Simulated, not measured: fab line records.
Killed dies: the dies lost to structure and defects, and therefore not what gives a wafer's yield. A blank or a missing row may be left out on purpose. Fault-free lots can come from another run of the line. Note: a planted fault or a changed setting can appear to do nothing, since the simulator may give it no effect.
Struck lot and sound lot, side by side / flow sky130 / 43 out of 708 route steps
Sound: the wafers L662.3, L662.5, L662.6. Wafers L670.2, L670.4, L670.5 were the ones struck. The cause comes at the end.
At each step with rows: each side's tool, then ch and its chambers, then its first start. Under that, the readings that differ: sound wafers / struck wafers / difference of the means / sigmas: that difference in standard deviations of wafers without a fault.
alike: readings with means less than 2 such deviations apart, plus words and numbers identical on both sides. not compared: withheld readings, readings lacking a value on some wafer, bounds such as >300 that could conceal the same value, and numbers that have no deviation in the record and whose values overlap.
A row with sigmas, a row that says differs or no value, or rows on one side alone: a step with any of these is where the two part. Numbers that don't overlap but have no deviation are shown without sigmas and don't part them. A reading that every wafer of one side lacks parts them only if that side has two wafers or more.

first, 6 steps without rows for these wafers: SKY_GATE_OXIDE_HMDS_04 (prime time 60 s); SKY_GATE_OXIDE_COAT_05 (resist thk 1140 nm); SKY_GATE_OXIDE_SOFTBAKE_06 (time 60 s); SKY_GATE_OXIDE_EXPOSE_07 (exposes mask LVOM, target cd 600 nm); SKY_GATE_OXIDE_PEB_08; SKY_GATE_OXIDE_DEVELOP_09 (develop time 60 s).
SKY_GATE_OXIDE_OVL_MEAS_10:
  struck on overlay-01, day 18 02:37; sound on overlay-01, day 15 16:23
  alike: GATE_OXIDE_OVL
then, 2 steps without rows for these wafers: SKY_GATE_OXIDE_IMPLANT_11; SKY_GATE_OXIDE_WET_ETCH_12 (etches SiO2 in dHF, target depth 16.8 nm, time 336 s).
SKY_GATE_OXIDE_STRIP_13: strips in O2/N2.
  sound on plasma_asher-01 ch 0,1, day 15 16:43; struck on plasma_asher-03 ch 0,1, day 18 02:53
  alike: drypump_motor_current_A, oes_product_au, strip_time_to_endpoint_s
  not compared: rf_hours_counter_h
SKY_GATE_OXIDE_TW_MEAS_14:
  struck on film_metro-02, day 18 03:00; sound on film_metro-01, day 15 16:48
  alike: GATE_OXIDE_TW
then, 1 step without rows for these wafers: SKY_GATE_OXIDE_CLEAN_15 (cleans in SC1/SC2, time 150 s).
SKY_GATE_OXIDE_OXIDATION_16: stabilise 600 s, purge 300 s, target thk 3.57 nm.
  sound on furnace-01 ch 0, day 15 16:53; struck on furnace-02 ch 0, day 18 03:06
  alike: spike_tc_lower_C, zone_power_upper_pct
then, 1 step without rows for these wafers: SKY_POLY_GATE_CVD_00 (deposits poly-Si, target thk 180 nm, time 720 s).
SKY_POLY_GATE_THK_MEAS_01:
  struck on film_metro-01, day 18 07:20; sound on film_metro-01, day 15 19:39
  alike: POLY_GATE_CVD_00_THK
then, 8 steps without rows for these wafers: SKY_RES_PROTECT_DEHYDRATE_00 (time 60 s); SKY_RES_PROTECT_HMDS_01 (prime time 60 s); SKY_RES_PROTECT_COAT_02 (resist thk 1140 nm); SKY_RES_PROTECT_SOFTBAKE_03 (time 60 s); SKY_RES_PROTECT_EXPOSE_04 (exposes mask RPM, target cd 1270 nm); SKY_RES_PROTECT_PEB_05; SKY_RES_PROTECT_DEVELOP_06 (develop time 60 s); SKY_POLY_GATE_IMPLANT_02.
SKY_RES_PROTECT_STRIP_07: strips in O2/N2.
  sound on plasma_asher-03 ch 0,1, day 16 23:15; struck on plasma_asher-01 ch 1, day 19 13:46
  alike: drypump_motor_current_A, oes_product_au, strip_time_to_endpoint_s
  not compared: rf_hours_counter_h
SKY_RES_PROTECT_TW_MEAS_08:
  struck on film_metro-02, day 19 13:52; sound on film_metro-04, day 16 23:20
reading=POLY_GATE_TW; sound=3989 3959 3977; struck=4042 4056 4059; difference=+77; sigmas=+3
then, 2 steps without rows for these wafers: SKY_RES_PROTECT_CLEAN_09 (cleans in SC1/SC2, time 150 s); SKY_POLY_GATE_CVD_03 (deposits Si3N4 from DCS/NH3, target thk 75 nm, time 1290 s).
SKY_POLY_GATE_THK_MEAS_04:
  struck on film_metro-02, day 19 16:08; sound on film_metro-03, day 17 02:19
  alike: POLY_GATE_CVD_03_THK
then, 8 steps without rows for these wafers: SKY_POLY_GATE_DEHYDRATE_05 (time 60 s); SKY_POLY_GATE_HMDS_06 (prime time 60 s); SKY_POLY_GATE_COAT_07 (resist thk 110 nm); SKY_POLY_GATE_COAT_08 (resist thk 450 nm); SKY_POLY_GATE_SOFTBAKE_09 (time 90 s); SKY_POLY_GATE_EXPOSE_10 (exposes mask P1M, target cd 150 nm); SKY_POLY_GATE_PEB_11; SKY_POLY_GATE_DEVELOP_12 (develop time 60 s).
SKY_POLY_GATE_CD_MEAS_13: target cd 150 nm.
  struck on cd_sem-01, day 20 23:23; sound on cd_sem-01, day 18 07:22
reading=cd_nm (nm); sound=149.0 147.8 148.1; struck=151.8 153.3 152.3; difference=+4.2; sigmas=+3
SKY_POLY_GATE_OVL_MEAS_14:
  struck on overlay-02, day 20 23:29; sound on overlay-01, day 18 07:27
  alike: POLY_GATE_OVL
then, 1 step without rows for these wafers: SKY_POLY_GATE_ETCH_15 (etches BARC in N2/H2, stops on SiO2, time 118.5 s, target depth 110 nm).
SKY_POLY_GATE_ETCH_16: etches Si3N4 in CH3F/O2, stops on poly-Si, time 147.5 s, target depth 75 nm.
  sound on rie_diel-02 ch 0,2,3, day 18 07:34; struck on rie_diel-01 ch 1,2,3, day 20 23:36
  alike: drypump_motor_current_A, oes_product_au, throttle_valve_pct
  not compared: rf_hours_counter_h
SKY_POLY_GATE_ETCH_17: etches poly-Si in HBr/Cl2, stops on SiO2, target depth 180 nm, time 70.5 s.
  sound on rie_si-01 ch 0,3, day 18 07:40; struck on rie_si-02 ch 1,2, day 20 23:42
  alike: drypump_motor_current_A, oes_product_au, throttle_valve_pct
  not compared: rf_hours_counter_h
SKY_POLY_GATE_STRIP_18: strips in O2/N2.
  sound on plasma_asher-01 ch 0,1, day 18 07:45; struck on plasma_asher-02 ch 0,1, day 20 23:46
  alike: drypump_motor_current_A, oes_product_au, strip_time_to_endpoint_s
  not compared: rf_hours_counter_h
-- the record jumps here: 28 days lie between the struck wafers' starts before and after (it left off in module POLY_GATE and takes up again in module PAD_OPEN, whose first step shown is number 708 of the route) --
SKY_PAD_OPEN_PROBE_99:
  struck on prober-02, day 48 19:43; sound on prober-01, day 47 03:14
reading=killed_at_M0_to_M3; sound=43 33 27; struck=48 51 60; difference=+19; sigmas=+3
reading=model.etest.cap_thin_oxide.gate_log10_a_cm2; sound=-8.399 -8.309 -8.168; struck=0.3605 0.4846 0.3394; difference=+8.6868; sigmas=
reading=model.etest.cap_thick_oxide.gate_bv_v (V); sound=16.58 16.06 15.73; struck=7.341 7.667 7.277; difference=-8.695; sigmas=
reading=model.etest.cap_thin_oxide.gate_bv_v (V); sound=7.359 7.289 7.277; struck=3.87 3.934 3.958; difference=-3.39; sigmas=
reading=model.etest.nfet_01v8_turned.off_log10_a_um; sound=-13.49 -13.38 -13.35; struck=-10.49 -10.61 -10.39; difference=+2.91; sigmas=
reading=model.etest.nfet_01v8_swapped.off_log10_a_um; sound=-13.39 -13.31 -13.34; struck=-10.17 -10.28 -10.67; difference=+2.97; sigmas=
reading=model.etest.nfet_01v8.off_log10_a_um; sound=-13.23 -13.15 -13.27; struck=-10.65 -10.54 -10.34; difference=+2.71; sigmas=
reading=model.etest.pfet_01v8_hvt.off_log10_a_um; sound=-13.03 -13.15 -13.14; struck=-10.41 -10.34 -10.38; difference=+2.73; sigmas=
reading=model.etest.sram_pfet_latch.off_log10_a_um; sound=-12.71 -12.67 -12.56; struck=-10.48 -10.33 -10.29; difference=+2.28; sigmas=
  alike: killed_at_M4_up, killed_at_contacts, killed_at_front_end, killed_at_other, killed_dies, killed_open, killed_short

## WHERE THEY PART
Earliest at SKY_RES_PROTECT_TW_MEAS_08; latest, in this record, at SKY_PAD_OPEN_PROBE_99.

WHY: the cause the simulator had injected
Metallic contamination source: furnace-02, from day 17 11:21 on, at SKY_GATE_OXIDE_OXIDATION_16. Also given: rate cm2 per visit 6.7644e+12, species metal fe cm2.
